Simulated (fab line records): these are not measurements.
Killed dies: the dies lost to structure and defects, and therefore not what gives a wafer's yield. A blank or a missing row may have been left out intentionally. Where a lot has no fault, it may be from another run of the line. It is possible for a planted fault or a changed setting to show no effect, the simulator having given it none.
Which tool did it? || flow gf180mcu || 11 lots, 33 wafers sampled, at 4 steps of a route of 602

WHAT THE GAUGES SHOWED, per wafer
GF_M1_CD_MEAS_14: target cd 230 nm. Usual: cd-nm 229.7 nm, standard deviation 1.3.
{"lot": "L914", "measured": "day 16 20:20", "on": "cd-sem-02", "cd-nm (nm)": "231.7 231.0 230.6", "flag": ""}
{"lot": "L915", "measured": "day 16 23:19", "on": "cd-sem-02", "cd-nm (nm)": "231.0 230.9 229.3", "flag": ""}
{"lot": "L918", "measured": "day 18 10:15", "on": "cd-sem-02", "cd-nm (nm)": "230.0 230.8 230.2", "flag": ""}
{"lot": "L919", "measured": "day 18 16:29", "on": "cd-sem-01", "cd-nm (nm)": "225.8 227.9 227.9", "flag": ""}
{"lot": "L920", "measured": "day 19 07:19", "on": "cd-sem-01", "cd-nm (nm)": "228.6 228.6 229.4", "flag": ""}
{"lot": "L922", "measured": "day 19 20:43", "on": "cd-sem-02", "cd-nm (nm)": "228.9 229.4 229.2", "flag": ""}
{"lot": "L925", "measured": "day 20 21:26", "on": "cd-sem-02", "cd-nm (nm)": "230.3 229.9 230.9", "flag": ""}
{"lot": "L933", "measured": "day 24 07:13", "on": "cd-sem-02", "cd-nm (nm)": "234.8 231.2 230.8", "flag": ""}
{"lot": "L934", "measured": "day 24 14:44", "on": "cd-sem-01", "cd-nm (nm)": "226.0 227.3 227.4", "flag": ""}
{"lot": "L935", "measured": "day 24 21:19", "on": "cd-sem-02", "cd-nm (nm)": "230.8 229.5 230.6", "flag": ""}
{"lot": "L937", "measured": "day 25 10:42", "on": "cd-sem-02", "cd-nm (nm)": "231.0 231.5 231.0", "flag": ""}

WHICH TOOL RAN EACH LOT (tool, then ch and the chambers of the sampled wafers, then the start)
{"lot": "L914", "GF_CONTACT_ETCH_16": "rie-diel-04 ch 0,3, day 15 20:24", "GF_CONTACT_SPUTTER_23": "pvd-sputter-04, day 15 20:55", "GF_M1_COAT_09": "litho-track-02 ch 0, day 16 09:16"}
{"lot": "L915", "GF_CONTACT_ETCH_16": "rie-diel-02 ch 0,1,3, day 15 23:54", "GF_CONTACT_SPUTTER_23": "pvd-sputter-01, day 16 00:25", "GF_M1_COAT_09": "litho-track-03 ch 0, day 16 12:07"}
{"lot": "L918", "GF_CONTACT_ETCH_16": "rie-diel-04 ch 2,3, day 17 09:18", "GF_CONTACT_SPUTTER_23": "pvd-sputter-04, day 17 09:50", "GF_M1_COAT_09": "litho-track-01 ch 0, day 17 21:55"}
{"lot": "L919", "GF_CONTACT_ETCH_16": "rie-diel-02 ch 0,1, day 17 16:06", "GF_CONTACT_SPUTTER_23": "pvd-sputter-02, day 17 16:38", "GF_M1_COAT_09": "litho-track-01 ch 0, day 18 04:46"}
{"lot": "L920", "GF_CONTACT_ETCH_16": "rie-diel-01 ch 0,1,2, day 18 05:57", "GF_CONTACT_SPUTTER_23": "pvd-sputter-02, day 18 06:29", "GF_M1_COAT_09": "litho-track-02 ch 0, day 18 18:44"}
{"lot": "L922", "GF_CONTACT_ETCH_16": "rie-diel-02 ch 0,1,3, day 18 19:36", "GF_CONTACT_SPUTTER_23": "pvd-sputter-04, day 18 20:07", "GF_M1_COAT_09": "litho-track-02 ch 0, day 19 08:44"}
{"lot": "L925", "GF_CONTACT_ETCH_16": "rie-diel-01 ch 1,2, day 19 19:53", "GF_CONTACT_SPUTTER_23": "pvd-sputter-02, day 19 20:24", "GF_M1_COAT_09": "litho-track-03 ch 0, day 20 09:19"}
{"lot": "L933", "GF_CONTACT_ETCH_16": "rie-diel-02 ch 0,1,3, day 23 07:11", "GF_CONTACT_SPUTTER_23": "pvd-sputter-01, day 23 07:42", "GF_M1_COAT_09": "litho-track-02 ch 0, day 23 20:10"}
{"lot": "L934", "GF_CONTACT_ETCH_16": "rie-diel-02 ch 1,2,3, day 23 14:30", "GF_CONTACT_SPUTTER_23": "pvd-sputter-01, day 23 15:02", "GF_M1_COAT_09": "litho-track-03 ch 0, day 24 03:01"}
{"lot": "L935", "GF_CONTACT_ETCH_16": "rie-diel-01 ch 0,2, day 23 21:38", "GF_CONTACT_SPUTTER_23": "pvd-sputter-02, day 23 22:09", "GF_M1_COAT_09": "litho-track-03 ch 0, day 24 09:56"}
{"lot": "L937", "GF_CONTACT_ETCH_16": "rie-diel-02 ch 1,2, day 24 11:23", "GF_CONTACT_SPUTTER_23": "pvd-sputter-04, day 24 12:01", "GF_M1_COAT_09": "litho-track-03 ch 0, day 24 23:37"}
- GF_CONTACT_ETCH_16: etches BARC in N2/H2.
- GF_CONTACT_SPUTTER_23: material TiN, target thk 10 nm, time 40 s.
- GF_M1_COAT_09: resist thk 1000 nm.

WHAT THE TOOLS THEMSELVES READ (means of the sampled wafers that have a number; where no wafer has one, the mark that the record gives instead)
GF_CONTACT_ETCH_16. Usual: drypump-motor-current-A 5.7 A, standard deviation 0.49; oes-product-au 0.854 a.u., standard deviation 0.0044; throttle-valve-pct 13.225 %, standard deviation 0.0099.
{"lot": "L914", "tool": "rie-diel-04", "drypump-motor-current-A (A)": 5.5, "oes-product-au (a.u.)": 0.853, "throttle-valve-pct (%)": 13.224, "flag": ""}
{"lot": "L915", "tool": "rie-diel-02", "drypump-motor-current-A (A)": 6.0, "oes-product-au (a.u.)": 0.857, "throttle-valve-pct (%)": 13.231, "flag": ""}
{"lot": "L918", "tool": "rie-diel-04", "drypump-motor-current-A (A)": 5.6, "oes-product-au (a.u.)": 0.854, "throttle-valve-pct (%)": 13.223, "flag": ""}
{"lot": "L919", "tool": "rie-diel-02", "drypump-motor-current-A (A)": 5.6, "oes-product-au (a.u.)": 0.857, "throttle-valve-pct (%)": 13.229, "flag": ""}
{"lot": "L920", "tool": "rie-diel-01", "drypump-motor-current-A (A)": 5.7, "oes-product-au (a.u.)": 0.852, "throttle-valve-pct (%)": 13.220, "flag": ""}
{"lot": "L922", "tool": "rie-diel-02", "drypump-motor-current-A (A)": 6.0, "oes-product-au (a.u.)": 0.851, "throttle-valve-pct (%)": 13.218, "flag": ""}
{"lot": "L925", "tool": "rie-diel-01", "drypump-motor-current-A (A)": 5.7, "oes-product-au (a.u.)": 0.854, "throttle-valve-pct (%)": 13.234, "flag": ""}
{"lot": "L933", "tool": "rie-diel-02", "drypump-motor-current-A (A)": 6.0, "oes-product-au (a.u.)": 0.849, "throttle-valve-pct (%)": 13.229, "flag": ""}
{"lot": "L934", "tool": "rie-diel-02", "drypump-motor-current-A (A)": 5.6, "oes-product-au (a.u.)": 0.853, "throttle-valve-pct (%)": 13.223, "flag": ""}
{"lot": "L935", "tool": "rie-diel-01", "drypump-motor-current-A (A)": 5.8, "oes-product-au (a.u.)": 0.858, "throttle-valve-pct (%)": 13.217, "flag": ""}
{"lot": "L937", "tool": "rie-diel-02", "drypump-motor-current-A (A)": 5.0, "oes-product-au (a.u.)": 0.859, "throttle-valve-pct (%)": 13.228, "flag": ""}

GF_CONTACT_SPUTTER_23. Usual: chamber-pressure-pa 5.000 Pa, standard deviation 0.01; throttle-valve-pct 29.7 %, standard deviation 1.1.
{"lot": "L914", "tool": "pvd-sputter-04", "chamber-pressure-pa (Pa)": 4.999, "throttle-valve-pct (%)": 29.5, "flag": ""}
{"lot": "L915", "tool": "pvd-sputter-01", "chamber-pressure-pa (Pa)": 4.999, "throttle-valve-pct (%)": 31.3, "flag": ""}
{"lot": "L918", "tool": "pvd-sputter-04", "chamber-pressure-pa (Pa)": 5.003, "throttle-valve-pct (%)": 29.5, "flag": ""}
{"lot": "L919", "tool": "pvd-sputter-02", "chamber-pressure-pa (Pa)": 5.000, "throttle-valve-pct (%)": 29.7, "flag": ""}
{"lot": "L920", "tool": "pvd-sputter-02", "chamber-pressure-pa (Pa)": 5.002, "throttle-valve-pct (%)": 29.0, "flag": ""}
{"lot": "L922", "tool": "pvd-sputter-04", "chamber-pressure-pa (Pa)": 5.002, "throttle-valve-pct (%)": 29.9, "flag": ""}
{"lot": "L925", "tool": "pvd-sputter-02", "chamber-pressure-pa (Pa)": 5.000, "throttle-valve-pct (%)": 29.2, "flag": ""}
{"lot": "L933", "tool": "pvd-sputter-01", "chamber-pressure-pa (Pa)": 4.997, "throttle-valve-pct (%)": 31.7, "flag": ""}
{"lot": "L934", "tool": "pvd-sputter-01", "chamber-pressure-pa (Pa)": 4.999, "throttle-valve-pct (%)": 31.7, "flag": ""}
{"lot": "L935", "tool": "pvd-sputter-02", "chamber-pressure-pa (Pa)": 4.995, "throttle-valve-pct (%)": 28.9, "flag": ""}
{"lot": "L937", "tool": "pvd-sputter-04", "chamber-pressure-pa (Pa)": 5.009, "throttle-valve-pct (%)": 29.4, "flag": ""}

THE ANSWER, worked out from the rows above alone
Rule: a lot counts as off when the mean over its wafers that have a number is more than 3 standard deviations away from the usual mean. A lot without any number at a reading at which 4 lots or more have one is off too. All remaining lots with rows at the step are treated as sound. Order of review: gauges by route order, followed by the tools' own readings, for which a lot's mean as printed above is used. At the first step where some lot is off, the reading lying furthest off is the one used; lots without a number count as furthest.
Across all readings shown, no lot is off: no conclusion can be drawn from this.

WHAT THE SIMULATOR HAD PUT IN
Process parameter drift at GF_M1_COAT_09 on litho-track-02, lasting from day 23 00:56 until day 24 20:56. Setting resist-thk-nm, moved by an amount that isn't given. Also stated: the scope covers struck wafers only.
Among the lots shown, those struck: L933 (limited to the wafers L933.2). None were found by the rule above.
